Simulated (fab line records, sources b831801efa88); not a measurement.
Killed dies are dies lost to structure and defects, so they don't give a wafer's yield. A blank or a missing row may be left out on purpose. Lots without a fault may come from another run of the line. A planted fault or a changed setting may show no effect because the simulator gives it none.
fab line records | flow sky130
record lots=7 wafers=21 last_day=51
route steps=708 shown VIA2@510 PAD_OPEN@708
lots that met no fault: from a run of the same line without faults
start_h: hours from the record's first day to the start of the lot's first wafer shown | wait_h: hours since the lot's step before | " the same as in the row above | L1.1+2: a row that stands for several wafers | - no value, or no start given | * or withheld: withheld | < > ~ a bound
route shown NAME@n: a module of which the file shows steps, and the number in the route of the first | usual: mean/standard deviation of fault-free wafers | same: alike in all rows | chamber/n: place in a boat | sites: the reading at each site | _std_site: their standard deviation | _edge_site: outer sites' mean less inner sites' | radius_mm: how far each site lies from the wafer's centre | mask NAME#n: copy n | behind: the tool/chamber that last shaped the wafer | hold: why the lot was held/for how many hours/how that ended | device: the transistor (n, p or np) that didn't switch | end of line: the same wafers' tests at the end of the route | a step without rows: its recipe alone | killed: dies lost to structure and defects at the first sort, not the wafer's yield | map: a wafer's dies, x killed, . not, _ none there
set.NAME: the setting as run; set.NAME@STEP: as run at that earlier step | model.NAME: the simulator's own value behind a step, which no gauge read
lots at some steps of the route; a table a step, a row a wafer
services: from which hour (start_h, from the record's first day; less than 0 if before it) a tool's chamber was out of use, for how many hours, and why
## steps
# step SKY_VIA2_BOW_MEAS_03
# recipe mode=bow
# usual VIA2_BOW=86/7.6
# columns lot.wafer tool chamber start_h wait_h VIA2_BOW[um]
L541.2 film_metro-01 - 869.59 0.2 88
L541.3 " - " " 84
L541.6 " - " " 77
L551.1 film_metro-04 - 947.27 0.1 72
L551.2 " - " " 94
L551.5 " - " " 93
L553.1 film_metro-01 - 958.18 0.2 85
L553.2 " - " " 99
L553.4 " - " " 95
L554.1 film_metro-01 - 972.48 0.2 92
L554.5 " - " " 87
L554.6 " - " " 89
L555.2 film_metro-01 - 980.30 0.1 90
L555.4 " - " " 90
L555.5 " - " " 85
L556.1 film_metro-04 - 980.63 0.1 93
L556.3 " - " " 78
L556.4 " - " " 71
L559.3 film_metro-02 - 998.59 0.1 98
L559.4 " - " " 86
L559.5 " - " " 92
# step SKY_VIA2_DEHYDRATE_04
# recipe temp_c=200 time_s=60
# step SKY_VIA2_HMDS_05
# recipe prime_time_s=60 prime_temp_c=120
# step SKY_VIA2_COAT_06
# recipe resist=BARC temp_c=withheld time_s=withheld spin_rpm=3000 resist_thk_nm=60
# step SKY_VIA2_COAT_07
# recipe resist=KrF-thick spin_rpm=3000 resist_thk_nm=450
# step SKY_VIA2_SOFTBAKE_08
# recipe temp_c=100 time_s=90 resist=KrF-thick
# step SKY_VIA2_EXPOSE_09
# recipe mask_id=VIM2 na=0.8 source_shape=annular sigma_inner=0.55 sigma_outer=0.85 target_cd_nm=200 dose_mj=38
# step SKY_VIA2_PEB_10
# recipe peb_temp_c=withheld peb_time_s=withheld resist=KrF-thick
# step SKY_VIA2_DEVELOP_11
# recipe develop_time_s=60 resist=KrF-thick dev_temp_c=21
# step SKY_VIA2_CD_MEAS_12
# recipe target_cd_nm=200
# usual cd_nm=200.7/1.3
# columns lot.wafer tool chamber start_h wait_h cd_nm
L541.2 cd_sem-02 - 896.18 - 201.2
L541.3 " - " " 202.0
L541.6 " - " " 201.1
L551.1 cd_sem-01 - 972.00 - 200.0
L551.2 " - " " 200.9
L551.5 " - " " 201.4
L553.1 cd_sem-02 - 983.78 - 200.8
L553.2 " - " " 202.0
L553.4 " - " " 201.3
L554.1 cd_sem-01 - 996.55 - 200.8
L554.5 " - " " 200.3
L554.6 " - " " 199.9
L555.2 cd_sem-01 - 1004.27 - 200.4
L555.4 " - " " 202.8
L555.5 " - " " 202.6
L556.1 cd_sem-01 - 1005.05 - 199.6
L556.3 " - " " 200.7
L556.4 " - " " 199.7
L559.3 cd_sem-01 - 1022.59 - 201.1
L559.4 " - " " 200.2
L559.5 " - " " 201.3
# step SKY_VIA2_OVL_MEAS_13
# usual VIA2_OVL=0/4.9
# columns lot.wafer tool chamber start_h wait_h VIA2_OVL[nm]
L541.2 overlay-01 - 896.29 0.1 1
L541.3 " - " " 3
L541.6 " - " " 1
L551.1 overlay-02 - 972.12 0.1 7
L551.2 " - " " -1
L551.5 " - " " -1
L553.1 overlay-01 - 983.90 0.1 8
L553.2 " - " " 14
L553.4 " - " " 9
L554.1 overlay-01 - 996.67 0.1 -1
L554.5 " - " " -3
L554.6 " - " " -1
L555.2 overlay-01 - 1004.38 0.1 -6
L555.4 " - " " -7
L555.5 " - " " -1
L556.1 overlay-02 - 1005.17 0.1 3
L556.3 " - " " 1
L556.4 " - " " -3
L559.3 overlay-02 - 1022.68 0.1 9
L559.4 " - " " -1
L559.5 " - " " 3
# step SKY_VIA2_ETCH_14
# recipe chemistry=N2/H2 target=BARC ion_energy_ev=200 source_w=500 bias_w=100 pressure_mtorr=30 n2_flow_sccm=100 h2_flow_sccm=200 stop_on=SiO2 time_s=45.9 target_depth_a=600
# usual drypump_motor_current_A=5.8/0.46 oes_product_au=0.855/0.0052 rf_fwd_power_W=495.2/2.1 throttle_valve_pct=13.224/0.0095
# columns lot.wafer tool chamber start_h wait_h drypump_motor_current_A oes_product_au rf_fwd_power_W rf_hours_counter_h throttle_valve_pct
L541.2 rie_diel-03 2 896.32 0.0 5.6 0.854 498.2 18 13.221
L541.3 " 0 " " 6.0 0.847 492.2 17 13.222
L541.6 " 3 " " 5.1 0.856 496.0 - 13.201
L551.1 rie_diel-03 2 972.16 0.0 5.6 0.850 497.6 1 13.205
L551.2 " 3 " " 5.2 0.854 495.7 16 13.232
L551.5 " 3 " " 5.2 0.857 496.6 - 13.216
L553.1 rie_diel-03 2 983.94 0.0 5.6 0.856 494.7 1 13.242
L553.2 " 0 " " 6.0 0.855 495.9 19 13.234
L553.4 " 3 " " 5.1 0.855 495.0 17 13.224
L554.1 rie_diel-03 2 996.71 0.0 5.6 0.858 497.7 2 13.222
L554.5 " 3 " " 5.2 0.848 497.1 - 13.229
L554.6 " 2 " " 5.6 0.854 496.1 - 13.203
L555.2 rie_diel-03 3 1004.41 0.0 5.1 0.849 497.2 17 13.220
L555.4 " 0 " " 6.0 0.867 495.5 20 13.218
L555.5 " 0 " " 6.0 0.864 497.5 - 13.221
L556.1 rie_diel-01 3 1005.21 0.0 6.3 0.851 496.6 16 13.226
L556.3 " 0 " " 5.9 0.847 494.8 16 13.226
L556.4 " 1 " " 5.8 0.850 496.4 0 13.227
L559.3 rie_diel-01 2 1022.70 0.0 6.2 0.850 493.5 10 13.217
L559.4 " 0 " " 5.9 0.858 495.1 17 13.223
L559.5 " 1 " " 5.8 0.856 495.3 - 13.236
# step SKY_VIA2_ETCH_15
# recipe target=SiO2 chemistry=C4F8/O2/Ar target_depth_nm=546 stop_on=TiN mask_material=KrF-thick source_w=1500 bias_w=1200 pressure_mtorr=40 c4f8_flow_sccm=withheld O2_flow_sccm=6 Ar_flow_sccm=300 time_s=84
# usual oes_product_au=0.940/0.0044 rf_fwd_power_W=1491/5.2
# columns lot.wafer tool chamber start_h wait_h oes_product_au rf_fwd_power_W rf_hours_counter_h model.KrF-thick_of_VIA2_COAT_07.thk_nm model.TiN_of_METAL2_SPUTTER_04.thk_nm
L541.2 rie_diel-03 2 896.36 0.0 0.938 1495 18 282.5 70.02
L541.3 " 0 " " 0.933 1491 17 282.6 69.62
L541.6 " 3 " " 0.940 1493 - 284.4 70.33
L551.1 rie_diel-03 2 972.20 0.0 0.936 1495 1 280.4 71.4
L551.2 " 3 " " 0.936 1499 16 285.5 70.37
L551.5 " 3 " " 0.942 1499 - 285.8 70.2
L553.1 rie_diel-03 2 983.98 0.0 0.938 1741 1 271.7 68.63
L553.2 " 0 " " 0.938 1728 19 274.9 68.4
L553.4 " 3 " " 0.939 1738 17 277.8 67.59
L554.1 rie_diel-03 2 996.75 0.0 0.941 1737 2 276.3 69.76
L554.5 " 3 " " 0.936 1727 - 279.8 68.7
L554.6 " 2 " " 0.951 1734 - 275.3 68.38
L555.2 rie_diel-03 3 1004.45 0.0 0.945 1720 17 278.8 68.2
L555.4 " 0 " " 0.946 1729 20 276 67.49
L555.5 " 0 " " 0.932 1736 - 277.8 67.97
L556.1 rie_diel-01 3 1005.25 0.0 0.941 1499 16 284.3 69.09
L556.3 " 0 " " 0.938 1493 16 282.2 68.07
L556.4 " 1 " " 0.941 1490 0 287.4 68.72
L559.3 rie_diel-01 2 1022.74 0.0 0.941 1483 10 284.1 70.55
L559.4 " 0 " " 0.940 1492 17 282.3 70.19
L559.5 " 1 " " 0.941 1495 - 288.2 69.66
# step SKY_VIA2_STRIP_16
# recipe chemistry=O2/N2 power_w=1400 pressure_mtorr=1500 platen_temp_c=withheld o2_flow_sccm=3000 n2_flow_sccm=300 overash_fraction=0.5
# usual drypump_motor_current_A=6.0/0.37 oes_product_au=0.399/0.0046 strip_time_to_endpoint_s=4.05/0.03
# columns lot.wafer tool chamber start_h wait_h drypump_motor_current_A oes_product_au rf_hours_counter_h strip_time_to_endpoint_s
L541.2 plasma_asher-01 1 896.42 0.0 6.2 0.402 50 4.03
L541.3 " 1 " " 6.2 0.397 - 4.03
L541.6 " 1 " " 6.2 0.395 - 4.05
L551.1 plasma_asher-04 1 972.27 0.0 6.5 0.399 114 4.00
L551.2 " 0 " " 5.9 0.399 114 4.07
L551.5 " 1 " " 6.5 0.400 - 4.07
L553.1 plasma_asher-04 1 984.05 0.0 6.5 0.400 115 3.93
L553.2 " 0 " " 5.9 0.397 115 3.94
L553.4 " 0 " " 5.9 0.398 - 3.97
L554.1 plasma_asher-04 0 996.81 0.0 5.9 0.398 116 3.96
L554.5 " 1 " " 6.5 0.394 - 4.01
L554.6 " 0 " " 5.9 0.397 - 3.96
L555.2 plasma_asher-04 0 1004.51 0.0 5.9 0.401 117 3.99
L555.4 " 0 " " 5.9 0.396 - 3.98
L555.5 " 0 " " 5.9 0.397 - 4.00
L556.1 plasma_asher-03 1 1005.31 0.0 6.3 0.396 87 4.05
L556.3 " 0 " " 5.6 0.390 - 4.02
L556.4 " 1 " " 6.3 0.403 - 4.10
L559.3 plasma_asher-03 1 1022.84 0.1 6.2 0.398 - 4.05
L559.4 " 0 " " 5.6 0.393 - 4.05
L559.5 " 0 " " 5.6 0.395 - 4.10
# step SKY_PAD_OPEN_PROBE_99
# usual defect_limited_yield=82.6/1.7 killed_at_M0_to_M3=43/7 killed_at_M4_up=3.1/1.5 killed_at_contacts=23/4.9 killed_at_front_end=16/3.9 killed_at_other=0.3/0.52 killed_dies=86/8.2 killed_open=47/6.1 killed_short=38/5.8 sort_bin_3_pad_short=0.8/0.41 sort_bin_5_function=10.2/1.3 sort_bin_6_memory=6.4/1.1 sort_n_pass=406/8.2 sort_yield_pct=82.6/1.7
# same gross_dies=492 killed_at_back_side=0 sort_bin_4_leakage[%]=0 sort_bin_8_speed[%]=0
# columns lot.wafer tool chamber start_h wait_h defect_limited_yield[%] killed_at_M0_to_M3 killed_at_M4_up killed_at_contacts killed_at_front_end killed_at_other killed_dies killed_open killed_short sort_bin_3_pad_short[%] sort_bin_5_function[%] sort_bin_6_memory[%] sort_n_pass sort_yield_pct[%]
L541.2 prober-02 - 1120.33 0.1 80.1 59 1 25 12 1 98 53 45 0.8 11.4 7.7 394 80.1
L541.3 prober-02 - 1120.38 0.2 82.3 49 1 25 11 1 87 47 40 0.8 10.8 6.1 405 82.3
L541.6 prober-02 - 1120.53 0.2 82.7 38 1 32 14 0 85 41 44 1.0 8.3 7.9 407 82.7
L556.1 prober-01 - 1206.40 0.1 84.6 42 1 15 18 0 76 46 30 0.8 10.8 3.9 416 84.6
L556.3 prober-01 - 1206.50 0.2 82.3 44 2 23 18 0 87 42 45 0.8 9.8 7.1 405 82.3
L556.4 prober-01 - 1206.55 0.2 83.3 44 5 14 19 0 82 50 32 0.8 9.1 6.7 410 83.3
# killed by level:class
L541.2 VIA1:geometric_particle:open=14 VIA3:geometric_particle:open=8 LI_CONTACT:geometric_particle:open=7 METAL1:geometric_particle:short=7 VIA2:geometric_particle:open=6 CONTACT:geometric_particle:short=6 METAL2:geometric_particle:short=6 FIELD_ISO:geometric_particle:open=5
L541.3 LI_CONTACT:geometric_particle:open=12 VIA1:geometric_particle:open=12 METAL1:geometric_particle:short=9 CONTACT:geometric_particle:open=7 VIA3:geometric_particle:short=5 METAL3:geometric_particle:short=5 FIELD_ISO:geometric_particle:short=4 METAL2:geometric_particle:short=4
L541.6 CONTACT:geometric_particle:open=16 VIA1:geometric_particle:open=8 VIA2:geometric_particle:short=7 LI_CONTACT:geometric_particle:open=7 METAL1:geometric_particle:short=6 CONTACT:geometric_particle:short=5 VIA1:geometric_particle:short=4 VIA2:geometric_particle:open=4
L556.1 VIA1:geometric_particle:open=13 LI_CONTACT:geometric_particle:open=6 VIA2:geometric_particle:open=6 VIA3:geometric_particle:open=6 CONTACT:geometric_particle:open=4 METAL2:geometric_particle:short=4 POLY_GATE:geometric_particle:short=4 FIELD_ISO:geometric_particle:open=3
L556.3 LI_CONTACT:geometric_particle:open=9 VIA3:geometric_particle:open=9 METAL2:geometric_particle:short=8 VIA2:geometric_particle:open=8 CONTACT:geometric_particle:short=7 VIA1:geometric_particle:open=7 METAL1:geometric_particle:short=6 POLY_GATE:geometric_particle:short=5
L556.4 VIA2:geometric_particle:open=14 CONTACT:geometric_particle:open=6 METAL3:geometric_particle:short=5 VIA3:geometric_particle:open=5 FIELD_ISO:geometric_particle:open=4 POLY_GATE:geometric_particle:open=4 METAL1:geometric_particle:short=4 VIA1:geometric_particle:open=4
## services
# columns tool chamber start_h hours kind
plasma_asher-01 - 884.84 2.0 repair
rie_diel-01 - 890.82 0.4 repair
rie_diel-03 2 925.45 - clean
rie_diel-03 2 925.45 23.6 scheduled_down
rie_diel-03 2 925.45 23.6 vent_cycle
rie_diel-01 1 926.73 12.8 repair
plasma_asher-01 - 949.62 14.6 pm
plasma_asher-03 - 967.43 0.3 repair
rie_diel-01 1 981.50 - clean
rie_diel-01 1 981.50 14.6 scheduled_down
rie_diel-01 1 981.50 14.6 vent_cycle
## key
first_sign step=SKY_VIA2_ETCH_15 reading=rf_fwd_power_W direction=up sigmas=47 usual=1491 struck=1732
effect none on later readings
model_effect step=SKY_VIA2_ETCH_15 value=KrF-thick_of_VIA2_COAT_07.thk_nm without=283 struck=276.5
met_at SKY_VIA2_ETCH_15
struck_wafers L553.1,L553.2,L553.4,L554.1,L554.5,L554.6,L555.2,L555.4,L555.5
onset_between 972.20 983.98
fault kind=process_parameter_drift tool=rie_diel-03 chamber=- onset_h=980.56 steps=SKY_VIA2_ETCH_15 channel=source_w offset=240 shape=step end_h=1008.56 acts_in=these_recipes_only stated=1500
